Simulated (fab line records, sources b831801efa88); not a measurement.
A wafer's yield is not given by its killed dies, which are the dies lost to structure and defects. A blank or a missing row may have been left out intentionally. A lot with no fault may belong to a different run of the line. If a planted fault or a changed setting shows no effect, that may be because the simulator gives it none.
fab line records | flow sky130
record: lots: 6 | wafers: 18 | lastDay: 50
route steps=708 shown POLY_CUT@312 SD_P@320 PAD_OPEN@708
lots with no fault: from the same line, run without faults
startH: the number of hours between the record's first day and the start of the first shown wafer of the lot | waitH: time in hours since the lot's previous step | " unchanged from the row above | L1.1+2: several wafers, shown together as one row | - no value, or no start was given | * or withheld: withheld | < > ~ a bound
route shown NAME@n: a module of which the file shows steps, and the number in the route of the first | usual: mean and standard deviation over wafers with no fault | same: alike in all rows | chamber/n: place in a boat | sites: the reading at each site | _std_site: standard deviation of those values | _edge_site: mean of outer sites minus mean of inner sites | radiusMm: for every site, how far away it sits from the centre of the wafer | mask NAME#n: copy n | behind: the tool/chamber that last shaped the wafer | hold: what put the lot on hold/how long, in hours/how the hold closed | device: transistor that didn't switch, given as n, p or np | end of line: the route-end tests of the same wafers | for a step that has no rows: nothing shown but its recipe | killed: dies lost to structure and defects at the first sort, not the wafer's yield | map: dies across one wafer; x = killed, . = not, _ = none there
set.NAME: the setting the step ran with; set.NAME@STEP: the setting that earlier step ran with | model.NAME: the simulator's own value behind a step, which no gauge read
a table for each step, a row for each wafer; lots at some steps of the route
services: a tool's chamber out of use, with start hour (startH, from the record's first day; less than 0 if before it), hours out, and reason
== steps ==
step: SKY_POLY_CUT_EXPOSE_05
recipe: maskId: NPCM | na: 0.8 | sourceShape: annular | sigmaInner: 0.55 | sigmaOuter: 0.85 | targetCdNm: 270 | doseMj: 32
step: SKY_POLY_CUT_PEB_06
recipe: pebTempC: withheld | pebTimeS: withheld | resist: KrF-thick
step: SKY_POLY_CUT_DEVELOP_07
recipe: developTimeS: 60 | resist: KrF-thick | devTempC: 21
step: SKY_POLY_CUT_CD_MEAS_08
recipe: targetCdNm: 270
usual: cdNm: 269.9/1.5
lot.wafer | tool     | chamber | startH | waitH | cdNm
L365.1    | cdSem-02 | -       | 598.71 | -     | 271.6
L365.4    | "        | -       | "      | "     | 271.1
L365.6    | "        | -       | "      | "     | 270.2
L366.1    | cdSem-01 | -       | 599.86 | -     | 269.4
L366.4    | "        | -       | "      | "     | 268.8
L366.6    | "        | -       | "      | "     | 268.8
L368.3    | cdSem-01 | -       | 614.01 | -     | 269.0
L368.4    | "        | -       | "      | "     | 266.9
L368.5    | "        | -       | "      | "     | 267.5
L373.2    | cdSem-02 | -       | 675.69 | -     | 273.4
L373.3    | "        | -       | "      | "     | 272.8
L373.6    | "        | -       | "      | "     | 273.6
L376.3    | cdSem-02 | -       | 688.11 | -     | 270.4
L376.4    | "        | -       | "      | "     | 270.6
L376.6    | "        | -       | "      | "     | 270.1
L382.1    | cdSem-02 | -       | 736.11 | -     | 269.6
L382.2    | "        | -       | "      | "     | 270.7
L382.4    | "        | -       | "      | "     | 270.0
step: SKY_POLY_CUT_OVL_MEAS_09
usual: POLY_CUT_OVL: 0/4.7
lot.wafer | tool       | chamber | startH | waitH | POLY_CUT_OVL[nm]
L365.1    | overlay-01 | -       | 598.83 | 0.1   | -12
L365.4    | "          | -       | "      | "     | -12
L365.6    | "          | -       | "      | "     | -1
L366.1    | overlay-02 | -       | 599.98 | 0.1   | 3
L366.4    | "          | -       | "      | "     | 4
L366.6    | "          | -       | "      | "     | 2
L368.3    | overlay-01 | -       | 614.10 | 0.1   | -2
L368.4    | "          | -       | "      | "     | -4
L368.5    | "          | -       | "      | "     | -9
L373.2    | overlay-02 | -       | 675.80 | 0.1   | -1
L373.3    | "          | -       | "      | "     | 1
L373.6    | "          | -       | "      | "     | -3
L376.3    | overlay-01 | -       | 688.20 | 0.1   | -3
L376.4    | "          | -       | "      | "     | -3
L376.6    | "          | -       | "      | "     | -2
L382.1    | overlay-02 | -       | 736.23 | 0.1   | 1
L382.2    | "          | -       | "      | "     | -7
L382.4    | "          | -       | "      | "     | 1
step: SKY_POLY_CUT_ETCH_10
recipe: chemistry: N2/H2 | target: BARC | ionEnergyEv: 200 | sourceW: 500 | biasW: 100 | pressureMtorr: 30 | n2FlowSccm: 100 | h2FlowSccm: 200 | stopOn: SiO2 | timeS: 45.9 | targetDepthA: 600
usual: biasW: 100.0/0.32 | drypumpMotorCurrentA: 5.8/0.45 | oesProductAu: 0.853/0.0048 | throttleValvePct: 13.224/0.009
lot.wafer | tool       | chamber | startH | waitH | biasW | drypumpMotorCurrentA | oesProductAu | rfHoursCounterH | throttleValvePct
L365.1    | rieDiel-02 | 1       | 598.87 | 0.0   | 100.6 | 6.7                  | 0.851        | 1               | 13.236
L365.4    | "          | 0       | "      | "     | 100.3 | 6.2                  | 0.858        | -               | 13.236
L365.6    | "          | 1       | "      | "     | 100.4 | 6.7                  | 0.853        | -               | 13.217
L366.1    | rieDiel-01 | 3       | 600.02 | 0.0   | 99.6  | 6.0                  | 0.854        | 35              | 13.243
L366.4    | "          | 3       | "      | "     | 99.8  | 6.0                  | 0.848        | -               | 13.211
L366.6    | "          | 2       | "      | "     | 100.2 | 5.7                  | 0.857        | -               | 13.230
L368.3    | rieDiel-03 | 1       | 614.13 | 0.0   | 99.9  | 5.6                  | 0.859        | 15              | 13.199
L368.4    | "          | 3       | "      | "     | 99.8  | 5.8                  | 0.846        | 14              | 13.233
L368.5    | "          | 0       | "      | "     | 99.8  | 5.7                  | 0.854        | -               | 13.230
L373.2    | rieDiel-01 | 0       | 675.83 | 0.0   | 100.8 | 6.2                  | 0.853        | 20              | 13.224
L373.3    | "          | 1       | "      | "     | 100.1 | 5.6                  | 0.853        | 9               | 13.220
L373.6    | "          | 2       | "      | "     | 99.8  | 5.7                  | 0.856        | -               | 13.222
L376.3    | rieDiel-03 | 1       | 688.23 | 0.0   | 100.0 | 5.6                  | 0.861        | 17              | 13.230
L376.4    | "          | 2       | "      | "     | 100.0 | 5.4                  | 0.849        | 9               | 13.223
L376.6    | "          | 0       | "      | "     | 99.8  | 5.7                  | 0.854        | -               | 13.250
L382.1    | rieDiel-03 | 0       | 736.27 | 0.0   | 99.8  | 5.7                  | 0.859        | 21              | 13.237
L382.2    | "          | 3       | "      | "     | 99.8  | 5.8                  | 0.855        | 16              | 13.224
L382.4    | "          | 2       | "      | "     | 100.0 | 5.4                  | 0.856        | 10              | 13.212
step: SKY_POLY_CUT_ETCH_11
recipe: target: Si3N4 | chemistry: CF4/CH2F2/Ar | stopOn: poly-Si | sourceW: 600 | biasW: 150 | pressureMtorr: 40 | cf4FlowSccm: 40 | ch2f2FlowSccm: 20 | Ar_flow_sccm: 150 | timeS: 42.5 | targetDepthA: 600
usual: biasW: 150.0/0.44 | drypumpMotorCurrentA: 5.8/0.45 | oesProductAu: 0.828/0.0064 | throttleValvePct: 14.993/0.0088
lot.wafer | tool       | chamber | startH | waitH | biasW | drypumpMotorCurrentA | oesProductAu | rfHoursCounterH | throttleValvePct
L365.1    | rieDiel-02 | 1       | 598.91 | 0.0   | 149.5 | 6.7                  | 0.835        | 1               | 14.986
L365.4    | "          | 0       | "      | "     | 150.4 | 6.1                  | 0.834        | -               | 14.999
L365.6    | "          | 1       | "      | "     | 149.9 | 6.7                  | 0.833        | -               | 15.006
L366.1    | rieDiel-01 | 3       | 600.06 | 0.0   | 149.3 | 5.9                  | 0.833        | 35              | 15.006
L366.4    | "          | 3       | "      | "     | 149.9 | 5.9                  | 0.819        | -               | 14.989
L366.6    | "          | 2       | "      | "     | 149.7 | 5.7                  | 0.824        | -               | 14.989
L368.3    | rieDiel-03 | 1       | 614.17 | 0.0   | 150.3 | 5.6                  | 0.830        | 15              | 14.996
L368.4    | "          | 3       | "      | "     | 151.0 | 5.8                  | 0.827        | 14              | 15.001
L368.5    | "          | 0       | "      | "     | 150.6 | 5.7                  | 0.834        | -               | 14.985
L373.2    | rieDiel-01 | 0       | 675.87 | 0.0   | 150.8 | 6.2                  | 0.802        | 20              | 15.001
L373.3    | "          | 1       | "      | "     | 149.9 | 5.6                  | 0.821        | 9               | 15.005
L373.6    | "          | 2       | "      | "     | 149.6 | 5.7                  | 0.819        | -               | 14.993
L376.3    | rieDiel-03 | 1       | 688.27 | 0.0   | 150.0 | 5.6                  | 0.822        | 17              | 14.984
L376.4    | "          | 2       | "      | "     | 149.6 | 5.4                  | 0.828        | 9               | 14.999
L376.6    | "          | 0       | "      | "     | 150.4 | 5.7                  | 0.833        | -               | 14.998
L382.1    | rieDiel-03 | 0       | 736.31 | 0.0   | 149.8 | 5.7                  | 0.828        | 21              | 14.989
L382.2    | "          | 3       | "      | "     | 149.9 | 5.8                  | 0.819        | 16              | 14.982
L382.4    | "          | 2       | "      | "     | 149.2 | 5.4                  | 0.823        | 10              | 14.991
step: SKY_POLY_CUT_STRIP_12
recipe: chemistry: O2/N2 | powerW: 1400 | pressureMtorr: 1500 | platenTempC: withheld | o2FlowSccm: 3000 | n2FlowSccm: 300 | overashFraction: 0.5
usual: drypumpMotorCurrentA: 5.73/0.26 | oesProductAu: 0.452/0.0048 | stripTimeToEndpointS: 5.347/0.018
same: overashFraction: 0.5
lot.wafer | tool           | chamber | startH | waitH | drypumpMotorCurrentA | oesProductAu | rfHoursCounterH | stripTimeToEndpointS
L365.1    | plasmaAsher-03 | 1       | 598.95 | 0.0   | 5.27                 | 0.450        | 44              | 5.334
L365.4    | "              | 1       | "      | "     | 5.27                 | 0.451        | -               | 5.322
L365.6    | "              | 1       | "      | "     | 5.28                 | 0.451        | -               | 5.341
L366.1    | plasmaAsher-04 | 1       | 600.10 | 0.0   | 6.01                 | 0.449        | 92              | 5.357
L366.4    | "              | 1       | "      | "     | 6.02                 | 0.450        | -               | 5.343
L366.6    | "              | 1       | "      | "     | 6.00                 | 0.453        | -               | 5.348
L368.3    | plasmaAsher-04 | 0       | 614.24 | 0.1   | 5.57                 | 0.448        | -               | 5.331
L368.4    | "              | 1       | "      | "     | 6.02                 | 0.443        | -               | 5.307
L368.5    | "              | 1       | "      | "     | 6.01                 | 0.450        | -               | 5.327
L373.2    | plasmaAsher-04 | 0       | 675.91 | 0.0   | 5.58                 | 0.443        | 100             | 5.338
L373.3    | "              | 1       | "      | "     | 6.00                 | 0.446        | -               | 5.345
L373.6    | "              | 0       | "      | "     | 5.60                 | 0.446        | -               | 5.340
L376.3    | plasmaAsher-01 | 0       | 688.34 | 0.1   | 5.85                 | 0.457        | -               | 5.362
L376.4    | "              | 1       | "      | "     | 5.67                 | 0.451        | -               | 5.335
L376.6    | "              | 1       | "      | "     | 5.74                 | 0.462        | -               | 5.328
L382.1    | plasmaAsher-01 | 1       | 736.35 | 0.0   | 5.71                 | 0.454        | 30              | 5.360
L382.2    | "              | 0       | "      | "     | 5.85                 | 0.453        | 30              | 5.338
L382.4    | "              | 0       | "      | "     | 5.85                 | 0.452        | -               | 5.359
step: SKY_SD_P_DEHYDRATE_00
recipe: tempC: 200 | timeS: 60
step: SKY_SD_P_HMDS_01
recipe: primeTimeS: 60 | primeTempC: 120
step: SKY_SD_P_COAT_02
recipe: resist: NOVOLAK | spinRpm: 3000 | resistThkNm: 1140
step: SKY_SD_P_SOFTBAKE_03
recipe: tempC: 90 | timeS: 60 | resist: NOVOLAK
step: SKY_SD_P_EXPOSE_04
recipe: maskId: PSDM | na: 0.6 | sourceShape: conventional | sigmaOuter: 0.6 | polarization: unpolarized | targetCdNm: 380 | doseMj: 138
same: na: 0.6 | sigmaOuter: 0.6
lot.wafer  | tool            | chamber | startH | waitH | mask
L365.1+4+6 | ilineStepper-01 | 0       | 613.37 | -     | PSDM#0
L366.1+4+6 | ilineStepper-01 | 0       | 614.23 | -     | PSDM#0
L368.3+4+5 | ilineStepper-02 | 0       | 628.16 | -     | PSDM#0
L373.2+3+6 | ilineStepper-02 | 0       | 690.29 | -     | PSDM#0
L376.3+4+6 | ilineStepper-02 | 0       | 702.66 | -     | PSDM#0
L382.1+2+4 | ilineStepper-01 | 0       | 750.17 | -     | PSDM#0
step: SKY_SD_P_PEB_05
recipe: tempC: withheld | timeS: * | resist: NOVOLAK
step: SKY_SD_P_DEVELOP_06
recipe: resist: NOVOLAK | developer: TMAH | developTimeS: 60 | devTempC: 23
step: SKY_SD_P_CD_MEAS_07
recipe: targetCdNm: 380
usual: cdNm: 379.6/2.6
lot.wafer | tool     | chamber | startH | waitH | cdNm
L365.1    | cdSem-02 | -       | 627.43 | 0.1   | 367.5
L365.4    | "        | -       | "      | "     | 359.6
L365.6    | "        | -       | "      | "     | 362.5
L366.1    | cdSem-01 | -       | 628.27 | 0.1   | 378.1
L366.4    | "        | -       | "      | "     | 364.6
L366.6    | "        | -       | "      | "     | 370.4
L368.3    | cdSem-01 | -       | 641.32 | 0.1   | 380.1
L368.4    | "        | -       | "      | "     | 379.2
L368.5    | "        | -       | "      | "     | 376.2
L373.2    | cdSem-02 | -       | 703.54 | 0.1   | 379.4
L373.3    | "        | -       | "      | "     | 379.1
L373.6    | "        | -       | "      | "     | 380.0
L376.3    | cdSem-01 | -       | 715.91 | 0.1   | 385.5
L376.4    | "        | -       | "      | "     | 384.4
L376.6    | "        | -       | "      | "     | 383.8
L382.1    | cdSem-01 | -       | 763.57 | 0.1   | 378.8
L382.2    | "        | -       | "      | "     | 378.7
L382.4    | "        | -       | "      | "     | 378.6
step: SKY_SD_P_OVL_MEAS_08
usual: SD_P_OVL: -0.1/1.5
lot.wafer | tool       | chamber | startH | waitH | SD_P_OVL[nm]
L365.1    | overlay-01 | -       | 627.55 | 0.1   | 0.5
L365.4    | "          | -       | "      | "     | 0.7
L365.6    | "          | -       | "      | "     | 0.4
L366.1    | overlay-02 | -       | 628.39 | 0.1   | -0.8
L366.4    | "          | -       | "      | "     | -1.5
L366.6    | "          | -       | "      | "     | -2.8
L368.3    | overlay-01 | -       | 641.41 | 0.1   | 1.0
L368.4    | "          | -       | "      | "     | 1.0
L368.5    | "          | -       | "      | "     | 2.7
L373.2    | overlay-01 | -       | 703.64 | 0.1   | 0.4
L373.3    | "          | -       | "      | "     | 0.6
L373.6    | "          | -       | "      | "     | 0.1
L376.3    | overlay-01 | -       | 716.00 | 0.1   | 1.8
L376.4    | "          | -       | "      | "     | 0.6
L376.6    | "          | -       | "      | "     | 1.0
L382.1    | overlay-02 | -       | 763.69 | 0.1   | -1.5
L382.2    | "          | -       | "      | "     | -0.1
L382.4    | "          | -       | "      | "     | -0.2
step: SKY_PAD_OPEN_PROBE_99
usual: killed_at_M0_to_M3: 42/6.6 | killed_at_M4_up: 3.0/1.7 | killedAtContacts: 24/5.3 | killedAtFrontEnd: 15/4.5 | killedAtOther: 0.2/0.49 | killedDies: 83/9 | killedOnRim: 16/4 | killedOpen: 45/6.9 | killedShort: 38/5.8
same: grossDies: 492 | killedAtBackSide: 0
lot.wafer | tool      | chamber | startH  | waitH | killed_at_M0_to_M3 | killed_at_M4_up | killedAtContacts | killedAtFrontEnd | killedAtOther | killedDies | killedOnRim | killedOpen | killedShort
L366.1    | prober-01 | -       | 1116.56 | 0.3   | 39                 | 3               | 24               | 13               | 0             | 79         | 14          | 37         | 42
L366.4    | prober-01 | -       | 1116.71 | 0.4   | 41                 | 6               | 34               | 9                | 0             | 90         | 19          | 49         | 41
L366.6    | prober-01 | -       | 1116.81 | 0.4   | 41                 | 4               | 23               | 11               | 0             | 79         | 12          | 34         | 45
L373.2    | prober-01 | -       | 1156.93 | 0.1   | 32                 | 3               | 37               | 16               | 0             | 88         | 18          | 45         | 42
L373.3    | prober-01 | -       | 1156.98 | 0.2   | 39                 | 3               | 19               | 23               | 1             | 85         | 18          | 44         | 40
L373.6    | prober-01 | -       | 1157.13 | 0.2   | 41                 | 4               | 24               | 3                | 0             | 72         | 14          | 45         | 27
L376.3    | prober-02 | -       | 1168.19 | 0.2   | 51                 | 3               | 18               | 21               | 1             | 94         | 19          | 51         | 42
L376.4    | prober-02 | -       | 1168.24 | 0.2   | 47                 | 3               | 23               | 14               | 0             | 87         | 22          | 39         | 47
L376.6    | prober-02 | -       | 1168.34 | 0.2   | 57                 | 5               | 21               | 24               | 0             | 107        | 22          | 61         | 43
L382.1    | prober-01 | -       | 1194.13 | 0.1   | 37                 | 3               | 21               | 12               | 1             | 74         | 14          | 46         | 27
L382.2    | prober-01 | -       | 1194.18 | 0.1   | 48                 | 1               | 17               | 9                | 0             | 75         | 14          | 33         | 42
L382.4    | prober-01 | -       | 1194.28 | 0.2   | 41                 | 3               | 25               | 14               | 1             | 84         | 17          | 39         | 45
killed by level:class
L366.1 VIA1:geometricParticle:open=10 LI_CONTACT:geometricParticle:open=8 CONTACT:geometricParticle:open=6 METAL1:geometricParticle:short=6 LOCAL_INTERCONNECT:geometricParticle:short=5 CONTACT:geometricParticle:short=4 METAL2:geometricParticle:short=4 FIELD_ISO:geometricParticle:short=3
L366.4 CONTACT:geometricParticle:open=14 LI_CONTACT:geometricParticle:open=10 VIA1:geometricParticle:open=9 METAL2:geometricParticle:short=8 VIA1:geometricParticle:short=6 METAL4:geometricParticle:short=6 LOCAL_INTERCONNECT:geometricParticle:short=4 CONTACT:geometricParticle:short=4
L366.6 LI_CONTACT:geometricParticle:open=8 METAL1:geometricParticle:short=7 VIA1:geometricParticle:open=5 VIA1:geometricParticle:short=5 METAL2:geometricParticle:short=5 VIA3:geometricParticle:open=5 CONTACT:geometricParticle:open=4 CONTACT:geometricParticle:short=4
L373.2 LI_CONTACT:geometricParticle:open=10 CONTACT:geometricParticle:open=9 CONTACT:geometricParticle:short=7 VIA2:geometricParticle:open=7 POLY_GATE:geometricParticle:short=6 LOCAL_INTERCONNECT:geometricParticle:short=6 METAL2:geometricParticle:short=6 VIA1:geometricParticle:open=5
L373.3 VIA1:geometricParticle:open=8 LI_CONTACT:geometricParticle:open=7 CONTACT:geometricParticle:open=7 VIA2:geometricParticle:open=6 METAL3:geometricParticle:short=6 POLY_GATE:geometricParticle:short=5 POLY_GATE:geometricParticle:open=5 FIELD_ISO:geometricParticle:short=4
L373.6 CONTACT:geometricParticle:open=14 VIA1:geometricParticle:open=11 VIA2:geometricParticle:open=7 METAL1:geometricParticle:short=6 VIA1:geometricParticle:short=5 CONTACT:geometricParticle:short=4 LI_CONTACT:geometricParticle:open=3 METAL3:geometricParticle:short=3
L376.3 VIA1:geometricParticle:open=15 FIELD_ISO:geometricParticle:short=9 CONTACT:geometricParticle:open=7 METAL2:geometricParticle:short=7 FIELD_ISO:geometricParticle:open=5 VIA1:geometricParticle:short=5 LI_CONTACT:geometricParticle:open=4 LOCAL_INTERCONNECT:geometricParticle:short=4
L376.4 CONTACT:geometricParticle:open=9 VIA3:geometricParticle:open=9 METAL2:geometricParticle:short=9 CONTACT:geometricParticle:short=8 METAL1:geometricParticle:short=7 VIA1:geometricParticle:open=5 FIELD_ISO:geometricParticle:short=4 VIA2:geometricParticle:open=4
L376.6 VIA1:geometricParticle:open=19 CONTACT:geometricParticle:open=11 FIELD_ISO:geometricParticle:short=9 VIA2:geometricParticle:open=8 VIA1:geometricParticle:short=8 POLY_GATE:geometricParticle:open=6 METAL2:geometricParticle:short=6 FIELD_ISO:geometricParticle:open=5
L382.1 VIA1:geometricParticle:open=10 CONTACT:geometricParticle:open=8 LI_CONTACT:geometricParticle:open=7 VIA3:geometricParticle:open=5 POLY_GATE:geometricParticle:open=4 VIA2:geometricParticle:open=4 VIA3:geometricParticle:short=4 METAL1:geometricParticle:short=3
L382.2 VIA1:geometricParticle:open=11 CONTACT:geometricParticle:open=7 METAL1:geometricParticle:short=7 VIA3:geometricParticle:short=6 VIA1:geometricParticle:short=6 VIA2:geometricParticle:open=5 METAL2:geometricParticle:short=5 FIELD_ISO:geometricParticle:open=4
L382.4 VIA1:geometricParticle:open=10 VIA3:geometricParticle:open=8 LI_CONTACT:geometricParticle:open=5 LOCAL_INTERCONNECT:geometricParticle:short=5 CONTACT:geometricParticle:open=5 CONTACT:geometricParticle:short=5 METAL1:geometricParticle:short=5 METAL2:geometricParticle:short=5
== services ==
tool            | chamber | startH | hours | kind
rieDiel-03      | 1       | 583.44 | 10.1  | repair
ilineStepper-01 | -       | 587.19 | 2.1   | pm
rieDiel-03      | 3       | 588.05 | 16.3  | repair
ilineStepper-01 | -       | 589.28 | -     | consumableReplace:lamp
rieDiel-03      | 0       | 591.32 | 7.5   | repair
rieDiel-02      | 3       | 598.55 | 6.8   | repair
rieDiel-01      | 0       | 599.41 | 6.5   | repair
ilineStepper-01 | 0       | 616.19 | -     | calibration
plasmaAsher-04  | -       | 623.34 | 1.2   | repair
rieDiel-03      | 0       | 642.48 | 4.2   | repair
rieDiel-03      | 3       | 645.35 | 2.8   | repair
rieDiel-03      | 3       | 654.98 | 14.0  | repair
ilineStepper-01 | -       | 662.77 | 15.9  | repair
plasmaAsher-01  | -       | 696.02 | 2.8   | pm
ilineStepper-01 | -       | 705.60 | 1.7   | pm
ilineStepper-02 | 0       | 714.60 | -     | calibration
rieDiel-01      | -       | 725.21 | 15.6  | pm
rieDiel-02      | -       | 733.00 | 4.3   | pm
plasmaAsher-04  | -       | 733.75 | 9.0   | pm
plasmaAsher-04  | 0       | 733.75 | 9.0   | ventCycle
plasmaAsher-04  | 1       | 733.75 | 9.0   | ventCycle
plasmaAsher-04  | 0       | 742.75 | -     | clean
plasmaAsher-04  | 1       | 742.75 | -     | clean
ilineStepper-02 | -       | 748.73 | 2.1   | pm
== key ==
firstSign: step: SKY_SD_P_CD_MEAS_07 | reading: cdNm | direction: down | sigmas: 4.8 | usual: 379.6 | struck: 367.1 | wafersMoved: 5
effect none on later readings
metAt SKY_SD_P_EXPOSE_04
struckWafers L365.1,L365.4,L365.6,L366.1,L366.4,L366.6
testerLeftOut L365,L366
fault: kind: processParameterDrift | tool: ilineStepper-01 | chamber: - | onsetH: 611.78 | steps: SKY_SD_P_EXPOSE_04 | channel: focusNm | offset: 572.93 | spreadByWafer: 0.3 | shape: step | endH: 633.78
testerLeftOut: of these lots the tester's yield and bins aren't shown, on N5 and GAA mostly nor the transistor test; their killed dies are dies lost to structure and defects alone, not to doping, threshold or leakage, so they don't give the yield
